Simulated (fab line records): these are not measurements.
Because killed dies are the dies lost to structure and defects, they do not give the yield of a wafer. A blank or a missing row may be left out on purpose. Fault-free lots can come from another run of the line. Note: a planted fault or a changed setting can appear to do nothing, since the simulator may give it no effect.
fab line records -- flow sky130
record lots=24, wafers=72, last_day=50
route steps=708 shown RES_XHIGH@360 CONTACT@432 METAL2@500 VIA2@530 METAL4@599 VIA4@641
lots with no fault: from the same line, run without faults
start_h: hours from the record's opening day to when the first of the lot's shown wafers began -- wait_h: how many hours have passed since the lot's step before this one -- " as in the row above -- L1.1+2: one row covering several wafers at once -- - no value, or no start given -- * or withheld: withheld -- < > ~ a bound
route shown NAME@n: names a module that has steps shown in the file, with the first one's number in the route -- usual: mean and standard deviation over wafers with no fault -- same: alike in all rows -- chamber/n: place in a boat -- sites: each site's reading -- _std_site: standard deviation across them -- _edge_site: outer sites' mean less inner sites' -- radius_mm: for every site, how far away it sits from the centre of the wafer -- mask NAME#n: copy n -- behind: the tool/chamber that last shaped the wafer -- hold: why the lot was held/for how many hours/how that ended -- device: which transistor (n, p or np) failed to switch -- end of line: the same wafers' tests at the end of the route -- for a step that has no rows: nothing shown but its recipe -- killed: dies that structure and defects cost at the first sort, which is not the same as the wafer's yield -- map: a wafer's dies, marking killed ones x, the rest . and places with no die _
set.NAME: the setting as run; set.NAME@STEP: as run at that earlier step -- model.NAME: the simulator's own value behind a step, which no gauge read
one table for each step of the route and one row for each wafer, over a sample of lots
services: the hour from which a tool's chamber was out of use, counted from the record's first day as start_h (under 0 if before that day), plus the number of hours and why
## steps
# step SKY_SD_N_RS_MEAS_18
# recipe thk_meas_gauge=four-point-probe
# usual RES_XHIGH_RS=333.6/1.1
lot.wafer,tool,chamber,start_h,wait_h,RES_XHIGH_RS[ohm/sq]
L074.2,film_metro-03,-,640.98,0.1,333.7
L074.3,film_metro-03,-,640.98,0.1,334.2
L074.5,film_metro-03,-,640.98,0.1,334.2
L076.1,film_metro-01,-,666.20,0.1,333.4
L076.2,film_metro-01,-,666.20,0.1,332.3
L076.4,film_metro-01,-,666.20,0.1,333.1
L075.1,film_metro-01,-,669.10,0.1,333.5
L075.5,film_metro-01,-,669.10,0.1,334.2
L075.6,film_metro-01,-,669.10,0.1,333.9
L077.2,film_metro-02,-,673.93,0.1,334.1
L077.4,film_metro-02,-,673.93,0.1,333.9
L077.5,film_metro-02,-,673.93,0.1,333.8
L078.1,film_metro-02,-,674.72,0.1,336.6
L078.2,film_metro-02,-,674.72,0.1,335.2
L078.5,film_metro-02,-,674.72,0.1,334.1
L079.1,film_metro-02,-,690.00,0.1,332.3
L079.4,film_metro-02,-,690.00,0.1,332.7
L079.6,film_metro-02,-,690.00,0.1,333.8
L080.1,film_metro-03,-,701.66,0.1,335.1
L080.4,film_metro-03,-,701.66,0.1,334.4
L080.6,film_metro-03,-,701.66,0.1,334.8
L081.2,film_metro-02,-,708.93,0.1,332.3
L081.4,film_metro-02,-,708.93,0.1,332.0
L081.5,film_metro-02,-,708.93,0.1,335.0
L082.2,film_metro-01,-,714.78,0.1,334.8
L082.5,film_metro-01,-,714.78,0.1,333.7
L082.6,film_metro-01,-,714.78,0.1,333.7
L083.2,film_metro-03,-,727.54,0.1,332.7
L083.4,film_metro-03,-,727.54,0.1,333.0
L083.6,film_metro-03,-,727.54,0.1,333.5
L084.1,film_metro-03,-,733.30,0.1,332.8
L084.3,film_metro-03,-,733.30,0.1,333.0
L084.4,film_metro-03,-,733.30,0.1,333.4
L085.3,film_metro-01,-,747.17,0.1,334.5
L085.5,film_metro-01,-,747.17,0.1,335.3
L085.6,film_metro-01,-,747.17,0.1,334.1
L086.3,film_metro-03,-,754.80,0.1,332.9
L086.4,film_metro-03,-,754.80,0.1,333.5
L086.5,film_metro-03,-,754.80,0.1,333.8
L087.1,film_metro-01,-,756.83,0.1,333.5
L087.2,film_metro-01,-,756.83,0.1,334.1
L087.5,film_metro-01,-,756.83,0.1,334.2
L088.1,film_metro-01,-,764.23,0.1,333.9
L088.4,film_metro-01,-,764.23,0.1,333.5
L088.6,film_metro-01,-,764.23,0.1,333.5
L089.1,film_metro-03,-,767.56,0.1,334.2
L089.2,film_metro-03,-,767.56,0.1,332.9
L089.3,film_metro-03,-,767.56,0.1,334.8
L090.1,film_metro-02,-,778.78,0.1,333.2
L090.4,film_metro-02,-,778.78,0.1,332.3
L090.6,film_metro-02,-,778.78,0.1,331.8
L092.1,film_metro-03,-,787.86,0.1,333.5
L092.3,film_metro-03,-,787.86,0.1,333.2
L092.6,film_metro-03,-,787.86,0.1,334.1
L091.1,film_metro-03,-,792.35,0.1,333.2
L091.2,film_metro-03,-,792.35,0.1,333.1
L091.6,film_metro-03,-,792.35,0.1,334.4
L093.1,film_metro-02,-,808.16,0.1,334.4
L093.3,film_metro-02,-,808.16,0.1,332.1
L093.6,film_metro-02,-,808.16,0.1,334.2
L095.1,film_metro-03,-,809.01,0.1,335.1
L095.4,film_metro-03,-,809.01,0.1,331.3
L095.6,film_metro-03,-,809.01,0.1,333.6
L094.1,film_metro-03,-,818.40,0.1,333.2
L094.3,film_metro-03,-,818.40,0.1,332.4
L094.5,film_metro-03,-,818.40,0.1,332.7
L096.2,film_metro-03,-,824.82,0.1,332.7
L096.5,film_metro-03,-,824.82,0.1,332.8
L096.6,film_metro-03,-,824.82,0.1,331.1
L097.2,film_metro-03,-,828.27,0.1,331.4
L097.3,film_metro-03,-,828.27,0.1,331.5
L097.4,film_metro-03,-,828.27,0.1,331.3
# step SKY_CONTACT_THK_MEAS_26
# recipe thk_meas_gauge=xrf, reads=W_of_CONTACT_CVD_24
# usual CONTACT_W_THK=341/5.5
lot.wafer,tool,chamber,start_h,wait_h,CONTACT_W_THK[nm]
L074.2,film_metro-03,-,730.92,0.1,344
L074.3,film_metro-03,-,730.92,0.1,345
L074.5,film_metro-03,-,730.92,0.1,337
L076.1,film_metro-03,-,753.90,0.1,343
L076.2,film_metro-03,-,753.90,0.1,354
L076.4,film_metro-03,-,753.90,0.1,342
L075.1,film_metro-02,-,756.85,0.1,333
L075.5,film_metro-02,-,756.85,0.1,341
L075.6,film_metro-02,-,756.85,0.1,332
L077.2,film_metro-04,-,760.49,0.1,337
L077.4,film_metro-04,-,760.49,0.1,341
L077.5,film_metro-04,-,760.49,0.1,343
L078.1,film_metro-02,-,762.07,0.1,332
L078.2,film_metro-02,-,762.07,0.1,337
L078.5,film_metro-02,-,762.07,0.1,334
L079.1,film_metro-04,-,777.03,0.1,336
L079.4,film_metro-04,-,777.03,0.1,339
L079.6,film_metro-04,-,777.03,0.1,329
L080.1,film_metro-04,-,787.90,0.1,336
L080.4,film_metro-04,-,787.90,0.1,335
L080.6,film_metro-04,-,787.90,0.1,336
L081.2,film_metro-02,-,794.65,0.1,339
L081.4,film_metro-02,-,794.65,0.1,340
L081.5,film_metro-02,-,794.65,0.1,334
L082.2,film_metro-03,-,799.99,0.1,345
L082.5,film_metro-03,-,799.99,0.1,335
L082.6,film_metro-03,-,799.99,0.1,342
L083.2,film_metro-02,-,812.86,0.1,336
L083.4,film_metro-02,-,812.86,0.1,347
L083.6,film_metro-02,-,812.86,0.1,345
L084.1,film_metro-04,-,818.42,0.1,342
L084.3,film_metro-04,-,818.42,0.1,342
L084.4,film_metro-04,-,818.42,0.1,345
L085.3,film_metro-04,-,831.47,0.1,346
L085.5,film_metro-04,-,831.47,0.1,342
L085.6,film_metro-04,-,831.47,0.1,346
L086.3,film_metro-02,-,839.73,0.1,337
L086.4,film_metro-02,-,839.73,0.1,329
L086.5,film_metro-02,-,839.73,0.1,332
L087.1,film_metro-03,-,840.98,0.1,343
L087.2,film_metro-03,-,840.98,0.1,346
L087.5,film_metro-03,-,840.98,0.1,350
L088.1,film_metro-03,-,849.43,0.1,339
L088.4,film_metro-03,-,849.43,0.1,342
L088.6,film_metro-03,-,849.43,0.1,341
L089.1,film_metro-04,-,851.82,0.1,342
L089.2,film_metro-04,-,851.82,0.1,350
L089.3,film_metro-04,-,851.82,0.1,350
L090.1,film_metro-02,-,862.06,0.1,336
L090.4,film_metro-02,-,862.06,0.1,340
L090.6,film_metro-02,-,862.06,0.1,335
L092.1,film_metro-03,-,871.03,0.1,341
L092.3,film_metro-03,-,871.03,0.1,341
L092.6,film_metro-03,-,871.03,0.1,342
L091.1,film_metro-04,-,876.26,0.1,346
L091.2,film_metro-04,-,876.26,0.1,348
L091.6,film_metro-04,-,876.26,0.1,347
L093.1,film_metro-03,-,891.41,0.1,347
L093.3,film_metro-03,-,891.41,0.1,346
L093.6,film_metro-03,-,891.41,0.1,344
L095.1,film_metro-04,-,892.43,0.1,344
L095.4,film_metro-04,-,892.43,0.1,343
L095.6,film_metro-04,-,892.43,0.1,348
L094.1,film_metro-04,-,902.11,0.1,342
L094.3,film_metro-04,-,902.11,0.1,343
L094.5,film_metro-04,-,902.11,0.1,345
L096.2,film_metro-03,-,907.90,0.1,347
L096.5,film_metro-03,-,907.90,0.1,350
L096.6,film_metro-03,-,907.90,0.1,342
L097.2,film_metro-02,-,911.93,0.1,332
L097.3,film_metro-02,-,911.93,0.1,338
L097.4,film_metro-02,-,911.93,0.1,332
# step SKY_METAL2_DESCUM_17
# recipe chemistry=O2, source_power_w=150, bias_power_w=0, pressure_mtorr=10, temp_c=40, time_s=8
# usual drypump_motor_current_A=5.9/0.63, oes_product_au=0.997/0.0097, temp_c=40.02/0.1
lot.wafer,tool,chamber,start_h,wait_h,drypump_motor_current_A,oes_product_au,rf_hours_counter_h,temp_c
L074.2,rie_metal-04,1,814.04,0.0,5.3,0.996,14,40.09
L074.3,rie_metal-04,1,814.04,0.0,5.3,0.989,-,40.06
L074.5,rie_metal-04,1,814.04,0.0,5.3,1.000,-,40.10
L076.1,rie_metal-02,1,835.88,0.0,5.1,0.986,5,40.17
L076.2,rie_metal-02,0,835.88,0.0,5.7,1.009,13,39.90
L076.4,rie_metal-02,1,835.88,0.0,5.1,0.993,-,40.00
L075.1,rie_metal-04,0,840.28,0.0,6.3,0.986,9,40.14
L075.5,rie_metal-04,0,840.28,0.0,6.3,0.996,-,40.08
L075.6,rie_metal-04,0,840.28,0.0,6.3,0.992,-,39.98
L077.2,rie_metal-04,0,843.84,0.0,6.3,0.985,-,40.16
L077.4,rie_metal-04,0,843.84,0.0,6.3,0.985,-,40.00
L077.5,rie_metal-04,0,843.84,0.0,6.3,0.999,-,39.99
L078.1,rie_metal-02,0,845.34,0.0,5.7,1.006,13,40.06
L078.2,rie_metal-02,1,845.34,0.0,5.1,0.985,5,39.79
L078.5,rie_metal-02,1,845.34,0.0,5.1,0.997,-,39.88
L079.1,rie_metal-02,0,859.13,0.0,5.7,0.999,14,40.08
L079.4,rie_metal-02,0,859.13,0.0,5.7,0.987,-,40.04
L079.6,rie_metal-02,1,859.13,0.0,5.1,0.987,-,40.08
L080.1,rie_metal-03,0,871.09,0.0,6.8,0.998,9,40.05
L080.4,rie_metal-03,0,871.09,0.0,6.8,1.002,-,39.93
L080.6,rie_metal-03,0,871.09,0.0,6.8,0.988,-,40.23
L081.2,rie_metal-03,0,876.80,0.0,6.8,1.006,-,40.07
L081.4,rie_metal-03,0,876.80,0.0,6.8,1.000,-,40.16
L081.5,rie_metal-03,0,876.80,0.0,6.8,1.001,-,40.08
L082.2,rie_metal-02,0,882.43,0.0,5.7,1.013,15,40.01
L082.5,rie_metal-02,0,882.43,0.0,5.7,1.016,-,40.02
L082.6,rie_metal-02,1,882.43,0.0,5.1,0.994,-,40.34
L083.2,rie_metal-03,0,894.59,0.0,6.8,0.997,-,40.04
L083.4,rie_metal-03,0,894.59,0.0,6.8,0.994,-,39.92
L083.6,rie_metal-03,0,894.59,0.0,6.8,1.001,-,40.06
L084.1,rie_metal-02,1,901.67,0.0,5.1,0.991,8,40.01
L084.3,rie_metal-02,0,901.67,0.0,5.7,1.001,-,40.16
L084.4,rie_metal-02,1,901.67,0.0,5.1,0.991,-,40.00
L085.3,rie_metal-03,0,912.44,0.0,6.8,0.998,-,40.09
L085.5,rie_metal-03,1,912.44,0.0,5.4,0.989,-,40.03
L085.6,rie_metal-03,0,912.44,0.0,6.8,1.005,-,40.02
L086.3,rie_metal-04,1,920.49,0.0,5.3,0.991,-,40.07
L086.4,rie_metal-04,0,920.49,0.0,6.3,0.994,-,40.11
L086.5,rie_metal-04,0,920.49,0.0,6.3,0.987,-,40.08
L087.1,rie_metal-03,1,921.28,0.0,5.5,1.011,4,39.89
L087.2,rie_metal-03,0,921.28,0.0,6.8,1.002,14,40.20
L087.5,rie_metal-03,0,921.28,0.0,6.8,1.005,-,40.25
L088.1,rie_metal-04,0,929.09,0.0,6.3,0.982,13,39.98
L088.4,rie_metal-04,1,929.09,0.0,5.3,0.995,-,39.92
L088.6,rie_metal-04,0,929.09,0.0,6.3,0.980,-,40.19
L089.1,rie_metal-03,1,932.44,0.0,5.5,0.997,5,40.03
L089.2,rie_metal-03,0,932.44,0.0,6.8,1.001,15,40.10
L089.3,rie_metal-03,1,932.44,0.0,5.4,1.002,-,40.01
L090.1,rie_metal-02,1,942.34,0.0,5.1,0.996,10,40.04
L090.4,rie_metal-02,1,942.34,0.0,5.1,0.987,-,40.10
L090.6,rie_metal-02,0,942.34,0.0,5.7,1.008,-,40.00
L092.1,rie_metal-04,1,950.48,0.0,5.3,1.011,4,39.98
L092.3,rie_metal-04,1,950.48,0.0,5.3,1.017,-,40.04
L092.6,rie_metal-04,1,950.48,0.0,5.3,1.016,-,39.96
L091.1,rie_metal-03,0,954.98,0.0,6.8,1.014,15,40.15
L091.2,rie_metal-03,1,954.98,0.0,5.5,1.007,6,40.08
L091.6,rie_metal-03,0,954.98,0.0,6.8,0.999,-,40.18
L093.1,rie_metal-02,1,968.28,0.0,5.1,0.989,11,39.92
L093.3,rie_metal-02,1,968.28,0.0,5.1,0.996,-,39.91
L093.6,rie_metal-02,0,968.28,0.0,5.7,1.001,-,40.08
L095.1,rie_metal-04,1,971.13,0.0,5.3,0.995,6,40.04
L095.4,rie_metal-04,1,971.13,0.0,5.3,0.988,-,39.96
L095.6,rie_metal-04,0,971.13,0.0,6.3,0.973,-,39.91
L094.1,rie_metal-04,0,978.63,0.0,6.3,0.982,14,39.76
L094.3,rie_metal-04,0,978.63,0.0,6.3,0.983,-,39.95
L094.5,rie_metal-04,0,978.63,0.0,6.3,0.987,-,40.04
L096.2,rie_metal-02,1,984.63,0.0,5.1,1.007,13,39.85
L096.5,rie_metal-02,0,984.63,0.0,5.7,1.003,-,40.03
L096.6,rie_metal-02,1,984.63,0.0,5.1,1.002,-,39.93
L097.2,rie_metal-04,1,988.43,0.0,5.3,1.008,7,40.08
L097.3,rie_metal-04,1,988.43,0.0,5.3,1.003,-,39.90
L097.4,rie_metal-04,0,988.43,0.0,6.3,0.988,-,40.09
# step SKY_VIA2_THK_MEAS_23
# recipe thk_meas_gauge=xrf, reads=W_of_VIA2_CVD_21
# usual VIA2_W_THK=420/8.6
lot.wafer,tool,chamber,start_h,wait_h,VIA2_W_THK[nm]
L074.2,film_metro-02,-,842.49,0.1,397
L074.3,film_metro-02,-,842.49,0.1,403
L074.5,film_metro-02,-,842.49,0.1,404
L076.1,film_metro-03,-,863.80,0.1,426
L076.2,film_metro-03,-,863.80,0.1,424
L076.4,film_metro-03,-,863.80,0.1,427
L075.1,film_metro-03,-,869.75,0.1,430
L075.5,film_metro-03,-,869.75,0.1,431
L075.6,film_metro-03,-,869.75,0.1,426
L077.2,film_metro-02,-,873.37,0.1,420
L077.4,film_metro-02,-,873.37,0.1,421
L077.5,film_metro-02,-,873.37,0.1,407
L078.1,film_metro-04,-,874.00,0.1,425
L078.2,film_metro-04,-,874.00,0.1,420
L078.5,film_metro-04,-,874.00,0.1,420
L079.1,film_metro-02,-,887.64,0.1,425
L079.4,film_metro-02,-,887.64,0.1,426
L079.6,film_metro-02,-,887.64,0.1,421
L080.1,film_metro-03,-,899.35,0.1,438
L080.4,film_metro-03,-,899.35,0.1,420
L080.6,film_metro-03,-,899.35,0.1,439
L081.2,film_metro-04,-,905.19,0.1,439
L081.4,film_metro-04,-,905.19,0.1,437
L081.5,film_metro-04,-,905.19,0.1,429
L082.2,film_metro-02,-,910.98,0.1,429
L082.5,film_metro-02,-,910.98,0.1,422
L082.6,film_metro-02,-,910.98,0.1,413
L083.2,film_metro-04,-,922.69,0.1,412
L083.4,film_metro-04,-,922.69,0.1,428
L083.6,film_metro-04,-,922.69,0.1,424
L084.1,film_metro-03,-,929.32,0.1,415
L084.3,film_metro-03,-,929.32,0.1,412
L084.4,film_metro-03,-,929.32,0.1,423
L085.3,film_metro-04,-,939.65,0.1,427
L085.5,film_metro-04,-,939.65,0.1,415
L085.6,film_metro-04,-,939.65,0.1,420
L086.3,film_metro-04,-,948.10,0.1,428
L086.4,film_metro-04,-,948.10,0.1,413
L086.5,film_metro-04,-,948.10,0.1,422
L087.1,film_metro-02,-,948.46,0.1,422
L087.2,film_metro-02,-,948.46,0.1,427
L087.5,film_metro-02,-,948.46,0.1,419
L088.1,film_metro-02,-,956.25,0.1,417
L088.4,film_metro-02,-,956.25,0.1,413
L088.6,film_metro-02,-,956.25,0.1,416
L089.1,film_metro-04,-,959.52,0.1,421
L089.2,film_metro-04,-,959.52,0.1,418
L089.3,film_metro-04,-,959.52,0.1,423
L090.1,film_metro-03,-,969.51,0.1,423
L090.4,film_metro-03,-,969.51,0.1,426
L090.6,film_metro-03,-,969.51,0.1,421
L092.1,film_metro-04,-,977.01,0.1,404
L092.3,film_metro-04,-,977.01,0.1,406
L092.6,film_metro-04,-,977.01,0.1,409
L091.1,film_metro-03,-,981.45,0.1,421
L091.2,film_metro-03,-,981.45,0.1,421
L091.6,film_metro-03,-,981.45,0.1,419
L093.1,film_metro-03,-,994.85,0.1,426
L093.3,film_metro-03,-,994.85,0.1,423
L093.6,film_metro-03,-,994.85,0.1,424
L095.1,film_metro-04,-,997.02,0.1,409
L095.4,film_metro-04,-,997.02,0.1,406
L095.6,film_metro-04,-,997.02,0.1,409
L094.1,film_metro-02,-,1004.89,0.1,426
L094.3,film_metro-02,-,1004.89,0.1,426
L094.5,film_metro-02,-,1004.89,0.1,429
L096.2,film_metro-04,-,1011.57,0.1,413
L096.5,film_metro-04,-,1011.57,0.1,407
L096.6,film_metro-04,-,1011.57,0.1,410
L097.2,film_metro-04,-,1013.90,0.1,405
L097.3,film_metro-04,-,1013.90,0.1,413
L097.4,film_metro-04,-,1013.90,0.1,404
# step SKY_METAL4_SPUTTER_01
# recipe material=TiN, target_thk_nm=20, power_w=6500, time_s=16.7, chamber_pressure_pa=0.4
# usual chamber_pressure_pa=0.4001/0.00068, throttle_valve_pct=30.3/0.79
lot.wafer,tool,chamber,start_h,wait_h,chamber_pressure_pa,throttle_valve_pct
L074.2,pvd_sputter-04,-,923.85,0.0,0.4007,29.4
L074.3,pvd_sputter-04,-,923.85,0.0,0.3996,29.7
L074.5,pvd_sputter-04,-,923.85,0.0,0.3997,30.7
L076.1,pvd_sputter-04,-,943.16,0.0,0.3995,31.3
L076.2,pvd_sputter-04,-,943.16,0.0,0.4005,29.9
L076.4,pvd_sputter-04,-,943.16,0.0,0.3986,29.6
L075.1,pvd_sputter-03,-,950.57,0.0,0.4009,29.4
L075.5,pvd_sputter-03,-,950.57,0.0,0.4000,29.3
L075.6,pvd_sputter-03,-,950.57,0.0,0.3996,30.4
L077.2,pvd_sputter-03,-,952.92,0.0,0.4002,29.3
L077.4,pvd_sputter-03,-,952.92,0.0,0.3995,29.6
L077.5,pvd_sputter-03,-,952.92,0.0,0.3997,30.5
L078.1,pvd_sputter-02,-,953.05,0.0,0.4008,31.1
L078.2,pvd_sputter-02,-,953.05,0.0,0.4002,29.7
L078.5,pvd_sputter-02,-,953.05,0.0,0.4011,31.3
L079.1,pvd_sputter-04,-,966.71,0.0,0.3996,29.8
L079.4,pvd_sputter-04,-,966.71,0.0,0.3991,31.0
L079.6,pvd_sputter-04,-,966.71,0.0,0.3995,30.8
L080.1,pvd_sputter-04,-,977.11,0.0,0.4000,29.6
L080.4,pvd_sputter-04,-,977.11,0.0,0.3994,29.6
L080.6,pvd_sputter-04,-,977.11,0.0,0.3996,30.7
L081.2,pvd_sputter-03,-,983.52,0.0,0.4007,30.0
L081.4,pvd_sputter-03,-,983.52,0.0,0.3999,29.3
L081.5,pvd_sputter-03,-,983.52,0.0,0.3999,30.4
L082.2,pvd_sputter-03,-,988.48,0.0,0.3998,29.4
L082.5,pvd_sputter-03,-,988.48,0.0,0.4005,30.0
L082.6,pvd_sputter-03,-,988.48,0.0,0.3999,29.4
L083.2,pvd_sputter-02,-,999.67,0.0,0.4005,31.3
L083.4,pvd_sputter-02,-,999.67,0.0,0.3992,31.5
L083.6,pvd_sputter-02,-,999.67,0.0,0.4006,31.4
L084.1,pvd_sputter-03,-,1007.22,0.0,0.4004,29.2
L084.3,pvd_sputter-03,-,1007.22,0.0,0.4001,30.6
L084.4,pvd_sputter-03,-,1007.22,0.0,0.4006,29.6
L085.3,pvd_sputter-02,-,1015.25,0.0,0.4007,31.5
L085.5,pvd_sputter-02,-,1015.25,0.0,0.3996,31.4
L085.6,pvd_sputter-02,-,1015.25,0.0,0.4001,31.5
L087.1,pvd_sputter-04,-,1024.46,0.0,0.4007,29.6
L087.2,pvd_sputter-04,-,1024.46,0.0,0.3992,29.4
L087.5,pvd_sputter-04,-,1024.46,0.0,0.4006,30.7
L086.3,pvd_sputter-02,-,1025.00,0.0,0.4004,29.7
L086.4,pvd_sputter-02,-,1025.00,0.0,0.3999,31.4
L086.5,pvd_sputter-02,-,1025.00,0.0,0.3995,29.7
L088.1,pvd_sputter-03,-,1031.91,0.0,0.4014,30.8
L088.4,pvd_sputter-03,-,1031.91,0.0,0.3995,29.4
L088.6,pvd_sputter-03,-,1031.91,0.0,0.4007,30.7
L089.1,pvd_sputter-04,-,1034.48,0.0,0.3984,29.7
L089.2,pvd_sputter-04,-,1034.48,0.0,0.3999,29.8
L089.3,pvd_sputter-04,-,1034.48,0.0,0.4012,30.7
L090.1,pvd_sputter-02,-,1044.95,0.0,0.4000,31.6
L090.4,pvd_sputter-02,-,1044.95,0.0,0.3998,31.2
L090.6,pvd_sputter-02,-,1044.95,0.0,0.4005,29.9
L092.1,pvd_sputter-02,-,1050.65,0.0,0.4003,31.4
L092.3,pvd_sputter-02,-,1050.65,0.0,0.4008,29.7
L092.6,pvd_sputter-02,-,1050.65,0.0,0.3997,31.4
L091.1,pvd_sputter-02,-,1056.16,0.0,0.4001,29.6
L091.2,pvd_sputter-02,-,1056.16,0.0,0.3999,31.3
L091.6,pvd_sputter-02,-,1056.16,0.0,0.4005,31.3
L093.1,pvd_sputter-04,-,1066.71,0.0,0.3990,29.7
L093.3,pvd_sputter-04,-,1066.71,0.0,0.3988,29.6
L093.6,pvd_sputter-04,-,1066.71,0.0,0.4009,31.4
L095.1,pvd_sputter-03,-,1068.63,0.0,0.4014,30.7
L095.4,pvd_sputter-03,-,1068.63,0.0,0.4005,29.9
L095.6,pvd_sputter-03,-,1068.63,0.0,0.3998,30.9
L094.1,pvd_sputter-04,-,1076.00,0.0,0.4007,31.0
L094.3,pvd_sputter-04,-,1076.00,0.0,0.3991,29.6
L094.5,pvd_sputter-04,-,1076.00,0.0,0.4003,29.7
L096.2,pvd_sputter-03,-,1081.90,0.0,0.3992,30.9
L096.5,pvd_sputter-03,-,1081.90,0.0,0.3994,29.3
L096.6,pvd_sputter-03,-,1081.90,0.0,0.3995,29.2
L097.2,pvd_sputter-03,-,1083.82,0.0,0.4006,29.5
L097.3,pvd_sputter-03,-,1083.82,0.0,0.3993,29.8
L097.4,pvd_sputter-03,-,1083.82,0.0,0.4009,29.4
# step SKY_VIA4_CMP_02
# recipe material=SiO2, down_force_psi=4, platen_rpm=60, pad_velocity_m_s=0.94248
# usual motor_current_A=11.5/1.2, platen_rpm=60.00/0.04, slurry_filter_dp_kPa=13.50/0.14
lot.wafer,tool,chamber,start_h,wait_h,motor_current_A,platen_rpm,slurry_filter_dp_kPa
L074.2,cmp-02,0,974.98,0.1,12.6,59.98,13.45
L074.3,cmp-02,1,974.98,0.1,11.8,60.01,13.41
L074.5,cmp-02,2,974.98,0.1,9.3,59.98,13.63
L076.4,cmp-02,0,993.27,0.1,12.8,59.94,13.60
L076.1,cmp-02,1,993.27,0.1,12.6,59.92,13.41
L076.2,cmp-02,2,993.27,0.1,9.4,59.96,13.22
L075.1,cmp-02,2,1000.74,0.1,10.0,59.98,13.62
L075.5,cmp-02,2,1000.74,0.1,9.4,60.03,13.30
L075.6,cmp-02,3,1000.74,0.1,11.1,59.93,13.51
L077.2,cmp-02,3,1002.19,0.1,11.1,59.97,13.58
L077.4,cmp-02,0,1002.19,0.1,13.3,59.99,13.39
L077.5,cmp-02,1,1002.19,0.1,12.5,59.92,13.34
L078.1,cmp-02,1,1003.58,0.1,12.1,60.02,13.58
L078.2,cmp-02,2,1003.58,0.1,9.6,60.09,13.58
L078.5,cmp-02,0,1003.58,0.1,12.8,60.01,13.53
L079.4,cmp-02,2,1016.19,0.0,9.3,59.96,13.54
L079.1,cmp-02,0,1016.19,0.0,12.3,60.08,13.57
L079.6,cmp-02,3,1016.19,0.0,11.2,59.97,13.42
L080.1,cmp-01,1,1026.37,0.1,11.6,59.91,13.61
L080.4,cmp-01,2,1026.37,0.1,10.7,59.99,13.45
L080.6,cmp-01,0,1026.37,0.1,12.3,59.92,13.58
L081.4,cmp-02,2,1032.22,0.1,9.9,60.00,13.49
L081.2,cmp-02,3,1032.22,0.1,11.4,59.99,13.65
L081.5,cmp-02,1,1032.22,0.1,12.4,59.98,13.31
L082.2,cmp-02,0,1036.72,0.1,13.2,59.96,13.39
L082.5,cmp-02,3,1036.72,0.1,10.8,59.93,13.48
L082.6,cmp-02,0,1036.72,0.1,12.0,59.98,13.37
L083.4,cmp-01,1,1047.10,0.0,11.8,59.97,13.34
L083.2,cmp-01,2,1047.10,0.0,11.2,60.04,13.53
L083.6,cmp-01,2,1047.10,0.0,11.7,60.00,13.62
L084.4,cmp-02,3,1054.64,0.1,11.4,60.02,13.65
L084.3,cmp-02,0,1054.64,0.1,12.7,60.02,13.53
L084.1,cmp-02,1,1054.64,0.1,12.9,59.97,13.39
L085.3,cmp-02,1,1061.58,0.2,12.2,59.98,13.51
L085.6,cmp-02,0,1061.58,0.2,12.9,60.02,13.33
L085.5,cmp-02,1,1061.58,0.2,12.4,59.99,13.49
L087.1,cmp-01,2,1071.10,0.1,11.4,60.02,13.34
L087.2,cmp-01,3,1071.10,0.1,9.9,59.99,13.49
L087.5,cmp-01,2,1071.10,0.1,11.0,60.03,13.65
L086.3,cmp-01,3,1071.35,0.2,10.8,60.02,13.70
L086.4,cmp-01,0,1071.35,0.2,13.4,59.95,13.49
L086.5,cmp-01,0,1071.35,0.2,13.7,59.96,13.45
L088.1,cmp-02,0,1078.21,0.2,12.6,60.00,13.47
L088.4,cmp-02,2,1078.21,0.2,10.0,60.01,13.74
L088.6,cmp-02,0,1078.21,0.2,12.7,60.03,13.75
L089.2,cmp-02,1,1080.34,0.1,12.1,59.99,13.75
L089.3,cmp-02,3,1080.34,0.1,11.0,60.02,13.31
L089.1,cmp-02,0,1080.34,0.1,12.9,59.99,13.69
L090.1,cmp-01,2,1089.99,0.3,11.9,60.00,13.54
L090.4,cmp-01,1,1089.99,0.3,12.1,60.02,13.63
L090.6,cmp-01,3,1089.99,0.3,10.6,59.98,13.61
L092.3,cmp-01,3,1095.04,0.0,10.9,59.97,13.53
L092.1,cmp-01,0,1095.04,0.0,12.8,59.94,13.61
L092.6,cmp-01,0,1095.04,0.0,13.2,60.05,13.46
L091.2,cmp-02,3,1100.83,0.1,11.4,60.01,13.54
L091.1,cmp-02,1,1100.83,0.1,12.2,59.96,13.84
L091.6,cmp-02,3,1100.83,0.1,11.9,60.00,13.69
L093.1,cmp-02,1,1109.36,0.2,12.2,60.05,13.53
L093.3,cmp-02,3,1109.36,0.2,11.3,60.05,13.55
L093.6,cmp-02,1,1109.36,0.2,12.5,60.05,13.66
L095.1,cmp-02,1,1111.75,0.1,12.3,60.06,13.38
L095.4,cmp-02,2,1111.75,0.1,9.8,60.02,13.55
L095.6,cmp-02,1,1111.75,0.1,11.8,59.99,13.38
L094.1,cmp-02,2,1118.86,0.1,9.2,59.95,13.42
L094.3,cmp-02,3,1118.86,0.1,11.1,59.97,13.42
L094.5,cmp-02,2,1118.86,0.1,9.7,60.04,13.45
L096.2,cmp-01,1,1124.67,0.0,12.0,59.96,13.54
L096.6,cmp-01,1,1124.67,0.0,12.0,60.00,13.63
L096.5,cmp-01,2,1124.67,0.0,11.4,59.97,13.60
L097.4,cmp-02,2,1126.11,0.1,9.6,59.99,13.44
L097.3,cmp-02,0,1126.11,0.1,13.2,60.01,13.49
L097.2,cmp-02,1,1126.11,0.1,12.2,59.93,13.48
## services
tool,chamber,start_h,hours,kind
pvd_sputter-03,-,801.14,1.0,repair
rie_metal-03,0,812.66,2.0,repair
pvd_sputter-03,-,819.52,11.9,repair
pvd_sputter-04,-,835.29,12.5,repair
cmp-02,-,843.37,5.6,repair
rie_metal-03,0,843.56,13.8,repair
pvd_sputter-03,-,847.56,12.9,repair
cmp-01,-,876.30,3.9,pm
cmp-02,-,884.25,6.9,pm
cmp-01,-,903.75,0.4,repair
pvd_sputter-02,-,904.34,5.0,repair
rie_metal-04,-,904.66,0.3,repair
cmp-02,-,915.22,4.0,pm
rie_metal-04,0,948.33,18.1,repair
cmp-01,-,980.66,5.3,pm
rie_metal-03,-,995.05,15.6,pm
rie_metal-02,-,1037.74,2.8,pm
pvd_sputter-03,-,1046.33,5.4,repair
rie_metal-02,1,1068.34,19.5,repair
rie_metal-03,0,1080.82,9.5,repair
cmp-01,-,1084.19,4.0,pm
cmp-02,-,1088.57,4.5,pm
cmp-01,-,1095.66,1.0,repair
cmp-02,-,1112.82,1.8,repair
## key
fault none
